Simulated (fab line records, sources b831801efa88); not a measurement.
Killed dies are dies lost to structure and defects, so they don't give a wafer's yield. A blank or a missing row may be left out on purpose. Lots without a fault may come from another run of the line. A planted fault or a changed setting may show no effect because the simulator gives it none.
fab line records | flow sky130
record lots=12 wafers=36 last_day=50
route steps=708 shown POLY_CUT@317 VIA1@479 METAL2@499 METAL3@533
lots that met no fault: from a run of the same line without faults
start_h: hours from the record's first day to the start of the lot's first wafer shown | wait_h: hours since the lot's step before | " the same as in the row above | L1.1+2: a row that stands for several wafers | - no value, or no start given | * or withheld: withheld | < > ~ a bound
route shown NAME@n: a module of which the file shows steps, and the number in the route of the first | usual: mean/standard deviation of fault-free wafers | same: alike in all rows | chamber/n: place in a boat | sites: the reading at each site | _std_site: their standard deviation | _edge_site: outer sites' mean less inner sites' | radius_mm: how far each site lies from the wafer's centre | mask NAME#n: copy n | behind: the tool/chamber that last shaped the wafer | hold: why the lot was held/for how many hours/how that ended | device: the transistor (n, p or np) that didn't switch | end of line: the same wafers' tests at the end of the route | a step without rows: its recipe alone | killed: dies lost to structure and defects at the first sort, not the wafer's yield | map: a wafer's dies, x killed, . not, _ none there
set.NAME: the setting as run; set.NAME@STEP: as run at that earlier step | model.NAME: the simulator's own value behind a step, which no gauge read
steps of the route over a sample of lots; a table a step, a row a wafer
services: from which hour (start_h, from the record's first day; less than 0 if before it) a tool's chamber was out of use, for how many hours, and why
## steps
# step SKY_POLY_CUT_ETCH_10
# recipe chemistry=N2/H2 target=BARC ion_energy_ev=200 source_w=500 bias_w=100 pressure_mtorr=30 n2_flow_sccm=100 h2_flow_sccm=200 stop_on=SiO2 time_s=45.9 target_depth_a=600
# usual drypump_motor_current_A=5.6/0.55 oes_product_au=0.855/0.0051 rf_fwd_power_W=495.0/2.5 throttle_valve_pct=13.224/0.0084
# columns lot.wafer tool chamber start_h wait_h drypump_motor_current_A oes_product_au rf_fwd_power_W rf_hours_counter_h throttle_valve_pct
L755.1 rie_diel-02 2 539.37 0.0 4.7 0.860 496.7 84 13.210
L755.2 " 0 " " 4.8 0.861 494.9 38 13.242
L755.4 " 1 " " 4.9 0.851 498.0 7 13.234
L763.2 rie_diel-02 2 635.00 0.0 4.7 0.854 494.5 1 13.239
L763.3 " 0 " " 4.8 0.860 497.2 40 13.215
L763.6 " 0 " " 4.8 0.847 500.6 - 13.219
L762.1 rie_diel-02 3 640.38 0.0 5.5 0.861 492.7 5 13.210
L762.2 " 0 " " 4.8 0.848 496.3 40 13.220
L762.5 " 1 " " 4.9 0.850 495.5 - 13.229
L764.1 rie_diel-03 2 641.52 0.0 5.8 0.843 492.0 2 13.228
L764.2 " 1 " " 5.8 0.865 493.8 4 13.212
L764.6 " 1 " " 5.8 0.856 495.4 - 13.227
L768.1 rie_diel-01 2 689.78 0.0 6.4 0.846 496.6 28 13.218
L768.4 " 0 " " 6.1 0.854 497.6 - 13.246
L768.6 " 3 " " 6.0 0.856 494.9 - 13.207
L766.1 rie_diel-01 0 693.25 0.0 6.1 0.854 494.3 15 13.228
L766.5 " 2 " " 6.3 0.861 494.2 - 13.230
L766.6 " 0 " " 6.1 0.855 494.7 - 13.235
L769.1 rie_diel-03 1 694.32 0.0 5.8 0.856 492.2 5 13.221
L769.2 " 3 " " 6.2 0.857 486.9 10 13.223
L769.6 " 0 " " 5.5 0.865 491.6 - 13.216
L771.3 rie_diel-01 0 695.15 0.0 6.1 0.856 497.7 15 13.224
L771.4 " 3 " " 6.0 0.850 495.4 - 13.232
L771.5 " 2 " " 6.3 0.862 493.2 - 13.216
L770.1 rie_diel-03 1 696.79 0.0 5.8 0.853 492.2 5 13.241
L770.4 " 3 " " 6.2 0.858 494.5 10 13.219
L770.6 " 0 " " 5.5 0.855 492.9 - 13.216
L772.2 rie_diel-02 1 699.19 0.0 4.9 0.855 497.3 12 13.226
L772.4 " 2 " " 4.7 0.845 495.0 3 13.220
L772.5 " 3 " " 5.5 0.860 493.4 - 13.234
L774.1 rie_diel-03 2 714.32 0.0 5.8 0.857 412.3 4 13.232
L774.5 " 2 " " 5.8 0.857 412.5 - 13.223
L774.6 " 1 " " 5.8 0.862 414.1 - 13.240
L776.3 rie_diel-03 2 729.43 0.0 5.8 0.863 413.9 5 13.237
L776.4 " 0 " " 5.5 0.858 415.5 32 13.215
L776.5 " 3 " " 6.2 0.855 411.5 - 13.221
# step SKY_POLY_CUT_STRIP_12
# recipe chemistry=O2/N2 power_w=1400 pressure_mtorr=1500 platen_temp_c=withheld o2_flow_sccm=3000 n2_flow_sccm=300 overash_fraction=0.5
# usual drypump_motor_current_A=5.6/0.39 oes_product_au=0.452/0.0047 strip_time_to_endpoint_s=5.353/0.014
# columns lot.wafer tool chamber start_h wait_h drypump_motor_current_A oes_product_au rf_hours_counter_h strip_time_to_endpoint_s
L755.1 plasma_asher-03 0 539.45 0.0 5.3 0.456 42 5.365
L755.2 " 1 " " 5.9 0.455 42 5.359
L755.4 " 0 " " 5.3 0.449 - 5.361
L763.2 plasma_asher-02 1 635.09 0.0 5.4 0.453 19 5.363
L763.3 " 1 " " 5.4 0.448 - 5.340
L763.6 " 1 " " 5.4 0.454 - 5.357
L762.1 plasma_asher-02 0 640.47 0.0 5.1 0.456 19 5.346
L762.2 " 1 " " 5.4 0.459 19 5.338
L762.5 " 1 " " 5.4 0.449 - 5.341
L764.1 plasma_asher-02 1 641.60 0.0 5.4 0.446 19 5.336
L764.2 " 0 " " 5.1 0.447 19 5.337
L764.6 " 0 " " 5.1 0.455 - 5.352
L768.1 plasma_asher-03 0 689.87 0.0 5.3 0.448 57 5.348
L768.4 " 1 " " 5.9 0.450 - 5.342
L768.6 " 1 " " 5.9 0.462 - 5.343
L766.1 plasma_asher-03 1 693.34 0.0 6.0 0.456 57 5.364
L766.5 " 1 " " 5.9 0.454 - 5.353
L766.6 " 0 " " 5.3 0.457 - 5.349
L769.1 plasma_asher-03 1 694.40 0.0 5.9 0.447 57 5.362
L769.2 " 0 " " 5.3 0.451 57 5.345
L769.6 " 0 " " 5.3 0.455 - 5.343
L771.3 plasma_asher-04 1 695.27 0.1 6.1 0.451 - 5.345
L771.4 " 0 " " 6.1 0.454 - 5.363
L771.5 " 0 " " 6.1 0.454 - 5.370
L770.1 plasma_asher-03 0 696.87 0.0 5.3 0.456 58 5.360
L770.4 " 1 " " 5.9 0.455 - 5.377
L770.6 " 0 " " 5.3 0.459 - 5.363
L772.2 plasma_asher-02 0 699.27 0.0 5.1 0.447 25 5.354
L772.4 " 0 " " 5.1 0.444 - 5.385
L772.5 " 0 " " 5.1 0.451 - 5.350
L774.1 plasma_asher-03 0 714.40 0.0 5.3 0.454 59 5.375
L774.5 " 0 " " 5.3 0.457 - 5.401
L774.6 " 1 " " 5.9 0.453 - 5.388
L776.3 plasma_asher-03 1 729.55 0.1 5.9 0.450 - 5.418
L776.4 " 0 " " 5.3 0.449 - 5.429
L776.5 " 0 " " 5.3 0.454 - 5.411
# step SKY_VIA1_CVD_21
# recipe material=W target_thk_nm=270 time_s=80.902 temp_c=400 pressure_torr=40
# usual heater_power_w=903/71
# columns lot.wafer tool chamber start_h wait_h heater_power_w
L755.1 cvd_w-02 1 776.72 0.0 963
L755.2 " 0 " " 911
L755.4 " 1 " " 967
L763.2 cvd_w-01 1 864.10 0.0 944
L763.3 " 0 " " 811
L763.6 " 1 " " 980
L762.1 cvd_w-02 0 868.15 0.0 917
L762.2 " 1 " " 975
L762.5 " 1 " " 952
L764.1 cvd_w-01 0 869.74 0.0 810
L764.2 " 1 " " 978
L764.6 " 1 " " 961
L768.1 cvd_w-01 0 912.43 0.0 803
L768.4 " 1 " " 957
L768.6 " 1 " " 965
L766.1 cvd_w-01 0 914.71 0.0 815
L766.5 " 0 " " 820
L766.6 " 1 " " 977
L769.1 cvd_w-01 1 916.71 0.0 962
L769.2 " 0 " " 817
L769.6 " 0 " " 788
L771.3 cvd_w-01 1 918.82 0.1 959
L771.4 " 0 " " 792
L771.5 " 0 " " 796
L770.1 cvd_w-02 1 918.85 0.0 938
L770.4 " 0 " " 884
L770.6 " 1 " " 920
L772.2 cvd_w-01 0 920.08 0.0 810
L772.4 " 1 " " 957
L772.5 " 0 " " 805
L774.1 cvd_w-02 1 936.01 0.0 950
L774.5 " 1 " " 965
L774.6 " 0 " " 901
L776.3 cvd_w-02 0 946.43 0.1 876
L776.4 " 1 " " 922
L776.5 " 0 " " 887
# step SKY_METAL2_OVL_MEAS_16
# usual METAL2_OVL=-1/5
# columns lot.wafer tool chamber start_h wait_h METAL2_OVL[nm]
L755.1 overlay-01 - 805.38 0.1 12
L755.2 " - " " 8
L755.4 " - " " 7
L763.2 overlay-01 - 890.21 0.1 2
L763.3 " - " " 8
L763.6 " - " " 2
L762.1 overlay-01 - 894.98 0.1 -4
L762.2 " - " " -4
L762.5 " - " " -7
L764.1 overlay-01 - 896.20 0.1 -7
L764.2 " - " " 6
L764.6 " - " " 2
L768.1 overlay-01 - 937.28 0.1 0
L768.4 " - " " 2
L768.6 " - " " 2
L766.1 overlay-01 - 940.05 0.1 2
L766.5 " - " " 6
L766.6 " - " " -1
L769.1 overlay-02 - 942.03 0.1 -4
L769.2 " - " " 0
L769.6 " - " " 3
L771.3 overlay-02 - 944.00 0.1 6
L771.4 " - " " -1
L771.5 " - " " -9
L770.1 overlay-01 - 945.15 0.1 1
L770.4 " - " " 7
L770.6 " - " " -2
L772.2 overlay-01 - 945.51 0.1 -2
L772.4 " - " " 5
L772.5 " - " " 4
L774.1 overlay-02 - 961.43 0.1 -4
L774.5 " - " " -6
L774.6 " - " " 2
L776.3 overlay-02 - 971.86 0.1 -3
L776.4 " - " " 4
L776.5 " - " " 3
# step SKY_METAL3_SPUTTER_01
# recipe material=TiN target_thk_nm=20 power_w=6500 time_s=16.7 chamber_pressure_pa=0.4
# usual throttle_valve_pct=29.8/1.2
# columns lot.wafer tool chamber start_h wait_h throttle_valve_pct
L755.1 pvd_sputter-01 - 835.25 0.0 31.5
L755.2 " - " " 30.3
L755.4 " - " " 28.2
L763.2 pvd_sputter-01 - 918.63 0.0 30.3
L763.3 " - " " 31.2
L763.6 " - " " 28.1
L762.1 pvd_sputter-01 - 923.08 0.0 30.2
L762.2 " - " " 31.2
L762.5 " - " " 28.4
L764.1 pvd_sputter-03 - 923.73 0.0 30.9
L764.2 " - " " 28.8
L764.6 " - " " 28.9
L768.1 pvd_sputter-02 - 964.94 0.0 30.3
L768.4 " - " " 28.9
L768.6 " - " " 29.1
L766.1 pvd_sputter-03 - 967.67 0.0 30.7
L766.5 " - " " 30.8
L766.6 " - " " 30.7
L769.1 pvd_sputter-01 - 969.55 0.0 28.0
L769.2 " - " " 30.2
L769.6 " - " " 28.3
L771.3 pvd_sputter-02 - 971.57 0.0 29.6
L771.4 " - " " 31.2
L771.5 " - " " 31.2
L770.1 pvd_sputter-02 - 972.38 0.0 31.4
L770.4 " - " " 29.2
L770.6 " - " " 30.3
L772.2 pvd_sputter-01 - 972.68 0.0 30.4
L772.4 " - " " 28.3
L772.5 " - " " 31.1
L774.1 pvd_sputter-02 - 988.11 0.0 31.4
L774.5 " - " " 30.1
L774.6 " - " " 31.2
L776.3 pvd_sputter-02 - 998.50 0.0 31.3
L776.4 " - " " 28.8
L776.5 " - " " 31.2
## services
# columns tool chamber start_h hours kind
pvd_sputter-02 - 529.38 1.3 repair
rie_diel-03 0 557.32 4.4 repair
rie_diel-03 2 562.07 5.6 repair
cvd_w-02 - 570.84 3.0 repair
cvd_w-02 - 572.82 1.3 repair
cvd_w-02 0 577.27 2.8 repair
plasma_asher-03 - 582.46 0.4 repair
cvd_w-01 - 596.08 0.9 repair
cvd_w-02 - 630.71 28.1 pm
rie_diel-03 - 661.81 1.2 repair
pvd_sputter-01 - 668.58 0.7 repair
rie_diel-03 - 668.61 0.7 repair
cvd_w-01 - 692.19 6.0 pm
pvd_sputter-01 - 729.11 5.1 repair
cvd_w-01 - 743.25 0.3 repair
cvd_w-01 - 775.01 6.9 pm
pvd_sputter-02 - 798.21 108.1 repair
rie_diel-03 - 837.99 0.5 repair
pvd_sputter-01 - 862.72 5.0 repair
cvd_w-01 - 876.23 1.3 repair
rie_diel-03 1 893.40 3.9 repair
cvd_w-02 - 900.54 1.2 repair
cvd_w-02 - 904.00 14.0 pm
cvd_w-01 - 930.53 2.8 pm
## key
first_sign step=SKY_POLY_CUT_ETCH_10 reading=rf_fwd_power_W direction=down sigmas=33 usual=495.0 struck=413.3
effect step=SKY_POLY_CUT_STRIP_12 reading=strip_time_to_endpoint_s direction=up sigmas=3.6 usual=* struck=*
met_at SKY_POLY_CUT_ETCH_10
struck_lots L774,L776
tester_left_out L774,L776
not_acting_at SKY_VIA1_CVD_21,SKY_METAL2_OVL_MEAS_16,SKY_METAL3_SPUTTER_01
onset_between 696.79 714.32
fault kind=process_parameter_drift tool=rie_diel-03 chamber=- onset_h=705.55 steps=SKY_POLY_CUT_ETCH_10 channel=source_w offset=-80 shape=step end_h=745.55 acts_in=these_recipes_only stated=500
# tester_left_out: of these lots the tester's yield and bins aren't shown, on N5 and GAA mostly nor the transistor test; their killed dies are dies lost to structure and defects alone, not to doping, threshold or leakage, so they don't give the yield
